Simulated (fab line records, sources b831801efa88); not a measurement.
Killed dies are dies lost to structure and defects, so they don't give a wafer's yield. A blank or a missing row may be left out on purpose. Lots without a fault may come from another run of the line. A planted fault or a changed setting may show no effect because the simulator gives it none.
A struck lot beside a sound one | flow sky130 | 17 steps out of a route of 708
Sound: wafers L436.1, L436.2, L436.6. Struck: wafers L443.1, L443.2, L443.3. The cause comes at the end.
At each step with rows: each side's tool, then ch and its chambers, then its first start. Under that, the readings that differ: sound wafers | struck wafers | difference of the means | sigmas: that difference in standard deviations of wafers without a fault.
alike: readings whose means differ by less than 2 such deviations, and words and numbers that are the same on both sides. not compared: withheld readings, readings that some wafer has no value for, bounds like >300 that may hide the same value, and numbers for which the record gives no deviation and whose values overlap.
The two part at a step that has a row with sigmas, a row that says differs or no value, or rows on one side only. Numbers that don't overlap but have no deviation are shown without sigmas and don't part them. A reading that every wafer of one side lacks parts them only if that side has two wafers or more.

first, 1 step without rows for these wafers: SKY_VT_ADJUST_NCORE_IMPLANT_09.
SKY_VT_ADJUST_NCORE_STRIP_10: strips in O2/N2.
  sound on plasma_asher-04 ch 0,1, day 9 10:04; struck on plasma_asher-02 ch 0,1, day 11 15:32
  alike: drypump_motor_current_A, oes_product_au, strip_time_to_endpoint_s
  not compared: rf_hours_counter_h
SKY_VT_ADJUST_NCORE_TW_MEAS_11:
  sound on film_metro-01, day 9 10:10; struck on film_metro-04, day 11 15:38
  alike: VT_ADJUST_NCORE_TW
then, 7 steps without rows for these wafers: SKY_VT_ADJUST_HVTR_DEHYDRATE_00 (time 60 s); SKY_VT_ADJUST_HVTR_HMDS_01 (prime time 60 s); SKY_VT_ADJUST_HVTR_COAT_02 (resist thk 1140 nm); SKY_VT_ADJUST_HVTR_SOFTBAKE_03 (time 60 s); SKY_VT_ADJUST_HVTR_EXPOSE_04 (exposes mask HVTRM, target cd 380 nm); SKY_VT_ADJUST_HVTR_PEB_05; SKY_VT_ADJUST_HVTR_DEVELOP_06 (develop time 60 s).
SKY_VT_ADJUST_HVTR_CD_MEAS_07: target cd 380 nm.
  sound on cd_sem-01, day 10 08:20; struck on cd_sem-01, day 12 15:58
  alike: cd_nm
SKY_VT_ADJUST_HVTR_OVL_MEAS_08:
  sound on overlay-01, day 10 08:27; struck on overlay-02, day 12 16:05
  alike: VT_ADJUST_HVTR_OVL
SKY_VT_ADJUST_HVTR_IMPLANT_09:
  sound on implanter-02 ch 0, day 10 08:29; struck on implanter-04 ch 0, day 12 16:08
  reading            | sound                            | struck                         | difference | sigmas
  dose_ions_cm2      | 2.1039e+12 2.1016e+12 2.1026e+12 | 1.68e+12 1.6799e+12 1.6768e+12 | -4.24e+11  | -99 or more
  faraday_current_uA | 12.02 11.97 11.33                | 9.67 9.48 9.61                 | -2.19      | -10
SKY_VT_ADJUST_HVTR_STRIP_10: strips in O2/N2.
  sound on plasma_asher-02 ch 0,1, day 10 08:38; struck on plasma_asher-04 ch 0,1, day 12 16:17
  alike: drypump_motor_current_A, oes_product_au, strip_time_to_endpoint_s
  not compared: rf_hours_counter_h
SKY_VT_ADJUST_HVTR_TW_MEAS_11:
  sound on film_metro-03, day 10 08:44; struck on film_metro-01, day 12 16:23
  reading           | sound             | struck            | difference | sigmas
  VT_ADJUST_HVTR_TW | 211.2 211.4 210.7 | 199.9 199.0 199.9 | -11.5      | -10
then, 1 step without rows for these wafers: SKY_VT_ADJUST_PCH_DEHYDRATE_00 (time 60 s).
-- the record jumps here: 36 days lie between the struck wafers' starts before and after (it left off in module VT_ADJUST_PCH and takes up again in module PAD_OPEN, whose first step shown is number 708 of the route) --
SKY_PAD_OPEN_PROBE_99:
  sound on prober-02, day 46 12:29; struck on prober-01, day 48 07:14
  reading                                  | sound                   | struck                  | difference | sigmas
  model.etest.pfet_01v8_mvt.drive_ua_um    | 147.1 144.7 145.8       | 143.8 140.3 141.7       | -3.9       |
  model.etest.pfet_01v8_mvt.off_log10_a_um | -11.19 -11.33 -11.29    | -11.51 -11.54 -11.64    | -0.29      |
  model.etest.pfet_01v8_mvt.vt_sat_v (V)   | -0.5997 -0.6081 -0.6054 | -0.6303 -0.6325 -0.632  | -0.0272    |
  model.etest.pfet_01v8_mvt.vt_v (V)       | -0.6835 -0.6869 -0.6891 | -0.7058 -0.7078 -0.707  | -0.0204    |
  model.etest.pfet_01v8_mvt.vt_long_v (V)  | -0.891 -0.8925 -0.8918  | -0.9094 -0.9109 -0.9096 | -0.0182    |
  alike: killed_at_M0_to_M3, killed_at_M4_up, killed_at_contacts, killed_at_front_end, killed_at_other, killed_dies, killed_open, killed_short

WHERE THEY PART
First at SKY_VT_ADJUST_HVTR_IMPLANT_09; last, within this record, at SKY_VT_ADJUST_HVTR_TW_MEAS_11. Later steps at which nothing parts them and some readings are alike: SKY_PAD_OPEN_PROBE_99.

WHY: what the simulator had put in
Process parameter drift: implanter-04, from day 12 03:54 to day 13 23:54, at SKY_VT_ADJUST_HVTR_IMPLANT_09. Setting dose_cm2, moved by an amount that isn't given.
